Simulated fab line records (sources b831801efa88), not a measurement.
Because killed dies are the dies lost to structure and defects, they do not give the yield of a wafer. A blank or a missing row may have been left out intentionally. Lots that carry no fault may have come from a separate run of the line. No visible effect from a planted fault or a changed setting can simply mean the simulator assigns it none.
Problem report in the 8D (eight disciplines) form, filled by code	flow gf180mcu	the parts of the form that need people (team, actions taken, sign-off) are left out

## 1. THE ISSUE
Mean of chamber-pressure-pa at GF_V1_SPUTTER_22: 5.838 Pa across 3 wafers in 2 lots; on wafers with no fault it is 5.001 Pa (standard deviation 0.012). That is +70 standard deviations from the usual mean.
The step: material TiN, target thk 10 nm, time 40 s.
First observed at day 20 16:26: wafer L326.1, on pvd-sputter-03. Wafers with a number at this step in the record: 18, from 6 lots. The rule behind "out" and "out of limits": a value lying over 4 standard deviations away from the usual mean. The rest of the wafers with a number are treated as sound.

## 2. WHAT IT IS, WHAT IT ISN'T
question	is	is not
which readings at this step	chamber-pressure-pa	-
which lots	L326, L329	L325, L334, L338, L340
which wafers of those lots	L326.1, L326.5, L329.4	L326.3, L329.2, L329.3
read on which tools	pvd-sputter-03	pvd-sputter-01, pvd-sputter-02
when	from day 20 16:26	up to then (4 sound wafers); but 11 sound wafers of L329, L334, L338, L340 came after

## 3. SUSPECTS, AND WHAT RULES EACH OUT
Counting: if a tool at a process step up to the reading ran every lot that is out, it stays a suspect. Sound lots after the first of them don't rule it out here, since some wafers of a struck lot are sound.
- plasma-asher-02 at GF_V1_STRIP_18 (strips in O2/N2): kept. It ran every lot that is out, first L326 (day 20 15:50).
- pvd-sputter-03 at GF_V1_SPUTTER_21 (material Ti, target thk 15 nm, time 80.02 s): kept. It ran every lot that is out, first L326 (day 20 16:22).
- pvd-sputter-03 at GF_V1_SPUTTER_22 (material TiN, target thk 10 nm, time 40 s): kept. It ran every lot that is out, first L326 (day 20 16:26). Its own chamber-pressure-pa readings are out on those wafers.
plasma-asher-02 at GF_V1_STRIP_18, pvd-sputter-03 at GF_V1_SPUTTER_21 and pvd-sputter-03 at GF_V1_SPUTTER_22 are what is left after counting.

## 4. THE CAUSE (what the simulator had put in)
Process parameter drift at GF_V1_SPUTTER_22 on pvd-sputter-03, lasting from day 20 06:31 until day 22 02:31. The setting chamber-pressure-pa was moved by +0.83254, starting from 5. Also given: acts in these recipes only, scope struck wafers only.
This tool is one of the 3 suspects left after counting.

## 5. SEQUENCE OF EFFECTS, ordered by route
Each row: a reading whose mean over the struck wafers that have a number lies more than 3 standard deviations from the usual. Readings are gone through only where the record gives a usual standard deviation; hours: the median, over the lots, of the time from a lot's start at the first step in this table giving one to that lot's start at this step; sigmas: the change measured in usual standard deviations.
hours	step	reading	usual	on struck wafers	change	sigmas
0	GF_V1_SPUTTER_22	chamber-pressure-pa	5.001 Pa	5.838	+0.837	+70
0	GF_V1_SPUTTER_22	throttle-valve-pct	30.2 %	27.0	-3.2	-3.3
It contains these process steps:
- GF_V1_SPUTTER_22: material TiN, target thk 10 nm, time 40 s.

## 6. WHAT WOULD HAVE CAUGHT IT SOONER
In this record the first reading out of limits was taken at day 20 16:26, 10 hours after the fault began at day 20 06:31.
